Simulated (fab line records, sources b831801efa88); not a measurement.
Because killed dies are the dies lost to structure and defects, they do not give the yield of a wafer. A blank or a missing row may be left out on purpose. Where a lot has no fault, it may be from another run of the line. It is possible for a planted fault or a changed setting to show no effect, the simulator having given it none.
Matching of chambers ; flow sky130 ; 4 sister chambers for SKY_LI_CONTACT_CMP_02 on cmp-02
The step polishes PSG. 16 wafers are shown with their chamber, then 8 later ones without.

WAFERS, EACH WITH ITS CHAMBER
wafer;chamber;motorCurrentA (A);timeToEndpointS (s);headPressurePsi (psi)
L996.1;3;10.7;29.2;3.995
L996.4;2;10.8;33.2;3.996
L996.6;0;13.4;30.6;4.003
L999.4;0;14.2;31.4;3.995
L999.6;3;11.0;31.0;4.010
L102.6;1;12.0;34.4;4.010
L110.3;1;11.9;34.6;4.011
L110.4;0;12.7;26.5;4.012
L110.5;3;10.8;31.8;3.987
L111.2;2;10.9;28.8;4.011
L111.3;3;11.0;26.6;4.013
L111.4;0;13.1;26.9;3.997
L113.3;2;11.2;30.8;4.019
L113.4;1;11.8;29.3;3.997
L113.5;0;13.2;30.2;3.994
L114.4;0;13.4;30.8;4.008

SIGNATURES, as means of the wafers listed above
reading;chamber 0;chamber 1;chamber 2;chamber 3;scatter within a chamber
motorCurrentA;13.333;11.900;10.967;10.875;0.342
timeToEndpointS;29.400;32.767;30.933;29.650;2.35
headPressurePsi;4.00150;4.00600;4.00867;4.00125;0.00968
Rule: for each reading, subtract the chamber's mean from the wafer's reading, divide by that reading's scatter and square the result; add these up over the readings and take the root, which gives the wafer's distance from the chamber. If the next closest chamber is less than 2 further off than the closest, the wafer can't be placed; otherwise it belongs to the closest. How the scatter is found: for the shown wafers, subtract from each reading the mean of its chamber, square and add these, divide the total by (wafers less chambers), then take the root.

WAFERS WHOSE CHAMBER IS MISSING
wafer;motorCurrentA (A);timeToEndpointS (s);headPressurePsi (psi)
L114.5;10.9;32.1;3.976
L114.6;12.5;33.8;4.007
L117.1;11.4;33.2;4.006
L117.3;13.7;33.0;4.007
L117.4;11.0;31.7;4.006
L118.3;11.7;36.0;4.007
L118.4;10.6;31.5;4.005
L118.6;10.7;32.6;4.014

CHAMBER TAKEN BY EACH
wafer;from the rows above;in truth
L114.5;can't be placed: 3 or 2 or 1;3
L114.6;can't be placed: 1 or 0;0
L117.1;can't be placed: 1 or 2 or 3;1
L117.3;0;0
L117.4;can't be placed: 2 or 3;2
L118.3;can't be placed: 1 or 2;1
L118.4;can't be placed: 2 or 3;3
L118.6;can't be placed: 2 or 3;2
1 of 8 placed correctly. Cannot be placed on the basis of these rows: 7; the candidates contain the true chamber in 7. Number placed wrongly: 0.
